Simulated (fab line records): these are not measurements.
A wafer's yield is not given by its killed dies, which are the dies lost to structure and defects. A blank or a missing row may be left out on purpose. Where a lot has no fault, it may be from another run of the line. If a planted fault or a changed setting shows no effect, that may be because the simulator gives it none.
What tool caused it? | flow gf180mcu | 14 lots, 42 wafers sampled, at 4 steps of a route of 602

## WHAT THE GAUGES READ, wafer by wafer
GF_M1_THK_MEAS_06: measures by xrf. Usual: M1_ALCU_THK gives 450 nm (standard deviation 5.7).
lot  | measured     | on            | M1_ALCU_THK (nm) | flag
L631 | day 16 23:10 | film metro-02 | 452 450 453      |
L632 | day 17 07:06 | film metro-02 | 462 458 451      |
L633 | day 17 15:21 | film metro-04 | 449 446 444      |
L635 | day 18 10:20 | film metro-02 | 456 456 446      |
L637 | day 19 05:45 | film metro-03 | 447 440 449      |
L638 | day 19 10:08 | film metro-03 | 445 446          |
L639 | day 20 05:27 | film metro-04 | 437 440          |
L645 | day 22 07:04 | film metro-04 | 450 454 453      |
L646 | day 22 10:40 | film metro-03 | 445 444 445      |
L647 | day 22 19:57 | film metro-02 | 446 449 454      |
L648 | day 23 00:43 | film metro-04 | 450 446 451      |
L649 | day 23 07:57 | film metro-02 | 445 449 453      |
L650 | day 23 17:16 | film metro-02 | 454 453 455      |
L651 | day 23 23:01 | film metro-03 | 455 456 458      |

## EACH LOT AND THE TOOL THAT RAN IT (in order: tool; ch and the chambers of the sampled wafers; start)
lot  | GF_CONTACT_ETCH_16                 | GF_CONTACT_CMP_27             | GF_M1_SPUTTER_00
L631 | rie diel-01 ch 1,2,3, day 16 21:41 | cmp-02 ch 0,1,2, day 16 22:32 | pvd sputter-02, day 16 22:50
L632 | rie diel-04 ch 0,2,3, day 17 05:35 | cmp-02 ch 0,2, day 17 06:29   | pvd sputter-01, day 17 06:44
L633 | rie diel-02 ch 0,1, day 17 13:50   | cmp-02 ch 0,2,3, day 17 14:41 | pvd sputter-02, day 17 14:59
L635 | rie diel-04 ch 0,2,3, day 18 08:49 | cmp-01 ch 0,2,3, day 18 09:44 | pvd sputter-01, day 18 09:59
L637 | rie diel-01 ch 0,2,3, day 19 04:11 | cmp-01 ch 1,2,3, day 19 05:13 | pvd sputter-01, day 19 05:25
L638 | rie diel-04 ch 0,1,2, day 19 08:31 | cmp-01 ch 0,2,3, day 19 09:30 | pvd sputter-02, day 19 09:48
L639 | rie diel-02 ch 0,1,3, day 20 03:58 | cmp-01 ch 0,1,3, day 20 04:53 | pvd sputter-03, day 20 05:05
L645 | rie diel-02 ch 0,2,3, day 22 05:32 | cmp-02 ch 0,1, day 22 06:26   | pvd sputter-02, day 22 06:41
L646 | rie diel-04 ch 1,2,3, day 22 09:10 | cmp-01 ch 0,1,3, day 22 10:09 | pvd sputter-01, day 22 10:18
L647 | rie diel-04 ch 2,3, day 22 18:28   | cmp-01 ch 0,1, day 22 19:21   | pvd sputter-03, day 22 19:36
L648 | rie diel-02 ch 0,1,2, day 22 23:14 | cmp-02 ch 0,1, day 23 00:05   | pvd sputter-03, day 23 00:23
L649 | rie diel-01 ch 0,1,3, day 23 06:26 | cmp-01 ch 1,2,3, day 23 07:24 | pvd sputter-03, day 23 07:36
L650 | rie diel-02 ch 1,2,3, day 23 15:47 | cmp-02 ch 1,2, day 23 16:37   | pvd sputter-02, day 23 16:55
L651 | rie diel-04 ch 0,2, day 23 21:31   | cmp-02 ch 0,1,2, day 23 22:22 | pvd sputter-02, day 23 22:40
- GF_CONTACT_ETCH_16: etches BARC in N2/H2.
- GF_CONTACT_CMP_27: polishes, stops on SiO2, t overpolish 15 s, target thk 0 nm.
- GF_M1_SPUTTER_00: material Ti, target thk 37.5 nm, time 150 s.

## AS READ BY THE TOOLS THEMSELVES (means over the sampled wafers that have a number; for cases with no such wafer, the mark the record gives instead)
GF_CONTACT_ETCH_16. Usual: drypump motor current A 5.8 A, standard deviation 0.33; oes product au 0.854 a.u., standard deviation 0.0049; throttle valve pct 13.227 %, standard deviation 0.0097.
lot  | tool        | drypump motor current A (A) | oes product au (a.u.) | throttle valve pct (%) | flag
L631 | rie diel-01 | 5.6                         | 0.855                 | 13.229                 |
L632 | rie diel-04 | 6.0                         | 0.864                 | 13.218                 |
L633 | rie diel-02 | 6.0                         | 0.858                 | 13.219                 |
L635 | rie diel-04 | 6.0                         | 0.856                 | 13.228                 |
L637 | rie diel-01 | 5.7                         | 0.857                 | 13.238                 |
L638 | rie diel-04 | 6.0                         | 0.857                 | 13.222                 |
L639 | rie diel-02 | 5.9                         | 0.855                 | 13.223                 |
L645 | rie diel-02 | 6.0                         | 0.855                 | 13.214                 |
L646 | rie diel-04 | 5.9                         | 0.853                 | 13.231                 |
L647 | rie diel-04 | 6.0                         | 0.858                 | 13.229                 |
L648 | rie diel-02 | 6.1                         | 0.847                 | 13.228                 |
L649 | rie diel-01 | 5.7                         | 0.854                 | 13.227                 |
L650 | rie diel-02 | 6.1                         | 0.856                 | 13.234                 |
L651 | rie diel-04 | 6.1                         | 0.856                 | 13.226                 |

GF_CONTACT_CMP_27. Usual: head pressure psi 3.501 psi, standard deviation 0.0073; motor current A 12.2 A, standard deviation 1.6; overpolish run s 15.000 s, standard deviation 0.0095; time to endpoint s 73.2 s, standard deviation 3.
lot  | tool   | head pressure psi (psi) | motor current A (A) | overpolish run s (s) | time to endpoint s (s) | flag
L631 | cmp-02 | 3.504                   | 12.9                | 14.995               | 73.6                   |
L632 | cmp-02 | 3.502                   | 13.2                | 14.994               | 72.9                   |
L633 | cmp-02 | 3.500                   | 13.4                | 14.999               | 72.7                   |
L635 | cmp-01 | 3.499                   | 11.4                | 14.998               | 73.6                   |
L637 | cmp-01 | 3.500                   | 10.5                | 15.001               | 76.1                   |
L638 | cmp-01 | 2.986                   | 9.7                 | 10.013               | 89.3                   | OFF
L639 | cmp-01 | 2.992                   | 9.0                 | 10.011               | 88.2                   | OFF
L645 | cmp-02 | 3.494                   | 13.0                | 14.988               | 73.2                   |
L646 | cmp-01 | 3.505                   | 10.1                | 15.003               | 73.8                   |
L647 | cmp-01 | 3.505                   | 10.5                | 15.005               | 76.6                   |
L648 | cmp-02 | 3.497                   | 12.8                | 15.005               | 75.7                   |
L649 | cmp-01 | 3.496                   | 10.9                | 15.008               | 71.8                   |
L650 | cmp-02 | 3.501                   | 12.2                | 14.999               | 78.3                   |
L651 | cmp-02 | 3.504                   | 13.0                | 15.001               | 77.0                   |

GF_M1_SPUTTER_00. Usual: 29.7 % for throttle valve pct, sd 0.78.
lot  | tool           | throttle valve pct (%) | flag
L631 | pvd sputter-02 | 30.1                   |
L632 | pvd sputter-01 | 29.9                   |
L633 | pvd sputter-02 | 30.4                   |
L635 | pvd sputter-01 | 30.0                   |
L637 | pvd sputter-01 | 29.7                   |
L638 | pvd sputter-02 | 29.6                   |
L639 | pvd sputter-03 | 29.9                   |
L645 | pvd sputter-02 | 29.5                   |
L646 | pvd sputter-01 | 29.7                   |
L647 | pvd sputter-03 | 29.0                   |
L648 | pvd sputter-03 | 30.3                   |
L649 | pvd sputter-03 | 29.5                   |
L650 | pvd sputter-02 | 30.0                   |
L651 | pvd sputter-02 | 30.0                   |

## THE ANSWER, worked out from the rows above alone
Rule: a lot is off if the mean of its wafers that have a number lies more than 3 standard deviations from the usual mean. Also off: a lot with no number at a reading for which 4 or more lots have one. Where the step has rows for the other lots, those lots are counted as sound. Order of review: gauges by route order, followed by the tools' own readings, for which a lot's mean as printed above is used. At the first step where some lot is off, the reading lying furthest off is the one used; lots without a number count as furthest.
Off, at GF_CONTACT_CMP_27 on overpolish run s: L638, L639.
If a tool, at that step or one of the process steps before it, ran each lot that is off and ran no sound lot following the first of them, it fits. Of those tried, none fits.

## WHAT THE SIMULATOR HAD INSERTED
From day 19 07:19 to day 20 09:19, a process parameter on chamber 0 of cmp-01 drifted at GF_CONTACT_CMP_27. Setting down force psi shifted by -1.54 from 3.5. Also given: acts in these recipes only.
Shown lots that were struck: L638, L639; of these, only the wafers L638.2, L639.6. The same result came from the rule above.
